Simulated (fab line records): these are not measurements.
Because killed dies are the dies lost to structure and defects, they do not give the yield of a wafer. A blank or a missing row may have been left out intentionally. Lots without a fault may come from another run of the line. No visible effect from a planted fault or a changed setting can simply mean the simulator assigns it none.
Which tool is to blame? | flow sky130 | 11 lots, 33 wafers sampled, at 5 steps of a route of 708

== WHAT THE GAUGES READ, wafer by wafer ==
SKY_VIA2_RS_MEAS_22: a four-point-probe measurement.
lot  | measured     | on           | VIA2_W_RS (ohm/sq)
L509 | day 36 12:08 | filmMetro-03 | 0.2675 0.2683 0.2684
L508 | day 36 14:34 | filmMetro-01 | 0.2657 0.2700 0.2667
L510 | day 37 01:10 | filmMetro-03 | 0.2707 0.2718 0.2713
L513 | day 38 15:05 | filmMetro-04 | 0.2752 0.2737 0.2734
L517 | day 39 06:07 | filmMetro-03 | 0.2733 0.2722 0.2715
L521 | day 40 15:07 | filmMetro-03 | 0.2780 0.2735 0.2744
L524 | day 41 07:14 | filmMetro-01 | 0.2726 0.2736 0.2723
L526 | day 41 12:10 | filmMetro-04 | 0.2727 0.2710 0.2714
L529 | day 42 14:47 | filmMetro-03 | 0.2719 0.2700 0.2705
L530 | day 42 20:46 | filmMetro-04 | 0.2704 0.2726 0.2727
L531 | day 43 02:31 | filmMetro-04 | 0.2739 0.2772 0.2742

SKY_CAPM_THK_MEAS_01.
lot  | measured     | on           | CAPM_CVD_00_THK (nm)
L509 | day 36 12:47 | filmMetro-04 | 15.37 15.09 15.57
L508 | day 36 15:13 | filmMetro-03 | 15.41 15.43 15.53
L510 | day 37 01:49 | filmMetro-04 | 15.51 15.59 15.98
L513 | day 38 15:43 | filmMetro-03 | 15.40 15.56 15.72
L517 | day 39 07:05 | filmMetro-03 | 15.46 15.87 15.65
L521 | day 40 15:46 | filmMetro-04 | 15.34 15.69 15.68
L524 | day 41 07:52 | filmMetro-04 | 15.39 15.64 15.70
L526 | day 41 13:01 | filmMetro-02 | 15.48 16.11 15.57
L529 | day 42 15:25 | filmMetro-04 | 15.35 15.74 16.37 15.32 15.77 16.36
L530 | day 42 22:40 | filmMetro-04 | 16.25 15.27 16.34 16.23 15.27 16.33
L531 | day 43 03:10 | filmMetro-04 | 15.29 15.93 15.72

SKY_CAPM_OVL_MEAS_12.
lot  | measured     | on         | CAPM_OVL (nm)
L509 | day 37 14:22 | overlay-02 | -1.2 -1.0 -2.1
L508 | day 37 16:47 | overlay-02 | 0.2 0.1 -0.4
L510 | day 38 03:34 | overlay-02 | 1.8 2.0 2.4
L513 | day 39 16:53 | overlay-02 | 2.9 2.1 3.0
L517 | day 40 07:32 | overlay-01 | -1.4 -0.7 -1.1
L521 | day 41 16:13 | overlay-01 | 0.6 2.3 1.5
L524 | day 42 07:55 | overlay-01 | 1.6 2.4 1.5
L526 | day 42 12:41 | overlay-02 | 2.4 2.1 1.9
L529 | day 43 14:20 | overlay-01 | 0.1 1.0 0.4
L530 | day 43 21:55 | overlay-02 | -0.7 -0.7 -2.6
L531 | day 44 02:25 | overlay-01 | -0.6 -0.2 0.2

== WHICH TOOL RAN EACH LOT (tool, then ch and the chambers of the sampled wafers, then the start) ==
lot  | SKY_METAL3_SPUTTER_01       | SKY_CAPM_CVD_00
L509 | pvdSputter-04, day 36 12:37 | pecvd-01 ch 0,1,2, day 36 12:45
L508 | pvdSputter-04, day 36 15:04 | pecvd-04 ch 1,2, day 36 15:12
L510 | pvdSputter-01, day 37 01:40 | pecvd-03 ch 0,2, day 37 01:48
L513 | pvdSputter-01, day 38 15:33 | pecvd-04 ch 1,2, day 38 15:41
L517 | pvdSputter-03, day 39 06:55 | pecvd-03 ch 0,1, day 39 07:03
L521 | pvdSputter-03, day 40 15:37 | pecvd-04 ch 1,2, day 40 15:45
L524 | pvdSputter-03, day 41 07:42 | pecvd-04 ch 0,1, day 41 07:50
L526 | pvdSputter-03, day 41 12:50 | pecvd-01 ch 1,2, day 41 12:59
L529 | pvdSputter-01, day 42 15:14 | pecvd-03 ch 0,1,2, day 42 15:22
L530 | pvdSputter-03, day 42 22:31 | pecvd-03 ch 1,2, day 42 22:39
L531 | pvdSputter-04, day 43 03:01 | pecvd-04 ch 0,2, day 43 03:08
- SKY_METAL3_SPUTTER_01: material TiN, target thk 20 nm, time 16.7 s.
- SKY_CAPM_CVD_00: deposits SiO2, target thk 15.5 nm.

== AS READ BY THE TOOLS THEMSELVES (means over the sampled wafers that have a number; for cases with no such wafer, the mark the record gives instead) ==
SKY_METAL3_SPUTTER_01.
lot  | tool          | throttleValvePct (%)
L509 | pvdSputter-04 | 29.7
L508 | pvdSputter-04 | 30.1
L510 | pvdSputter-01 | 29.5
L513 | pvdSputter-01 | 29.6
L517 | pvdSputter-03 | 30.2
L521 | pvdSputter-03 | 29.5
L524 | pvdSputter-03 | 29.5
L526 | pvdSputter-03 | 30.0
L529 | pvdSputter-01 | 30.2
L530 | pvdSputter-03 | 30.0
L531 | pvdSputter-04 | 30.3

SKY_CAPM_CVD_00.
lot  | tool     | heaterPowerW (W) | rfFwdPowerW (W)
L509 | pecvd-01 | 766              | 443.1
L508 | pecvd-04 | 769              | 444.0
L510 | pecvd-03 | 908              | 440.5
L513 | pecvd-04 | 749              | 444.1
L517 | pecvd-03 | 691              | 441.3
L521 | pecvd-04 | 748              | 444.0
L524 | pecvd-04 | 784              | 442.0
L526 | pecvd-01 | 786              | 442.1
L529 | pecvd-03 | 820              | 441.5
L530 | pecvd-03 | 765              | 439.8
L531 | pecvd-04 | 776              | 444.8

== THE ANSWER, worked out from the rows above alone ==
Rule: what is usual is taken from the lots themselves. Put in order of their means at a reading, lots are off if they are a third of the lots or fewer, leave a main group of 4 or more, and stand apart from it by a gap of 3 or more times the standard deviation of the main group's means; of several such gaps the widest counts. A main group whose means are all the same, to the digits that the tables above print for the reading, isn't used. A lot without any number at a reading at which 4 lots or more have one is off too. Any other lot the step has rows for is counted as sound. After the gauges, taken in route order, come the tools' own readings; for these a lot's mean is taken, as printed above. At the first step where some lot is off, the reading lying furthest off is the one used; lots without a number count as furthest.
Across all readings shown, no lot is off: no conclusion can be drawn from this.

== WHAT HAD BEEN PUT IN BY THE SIMULATOR ==
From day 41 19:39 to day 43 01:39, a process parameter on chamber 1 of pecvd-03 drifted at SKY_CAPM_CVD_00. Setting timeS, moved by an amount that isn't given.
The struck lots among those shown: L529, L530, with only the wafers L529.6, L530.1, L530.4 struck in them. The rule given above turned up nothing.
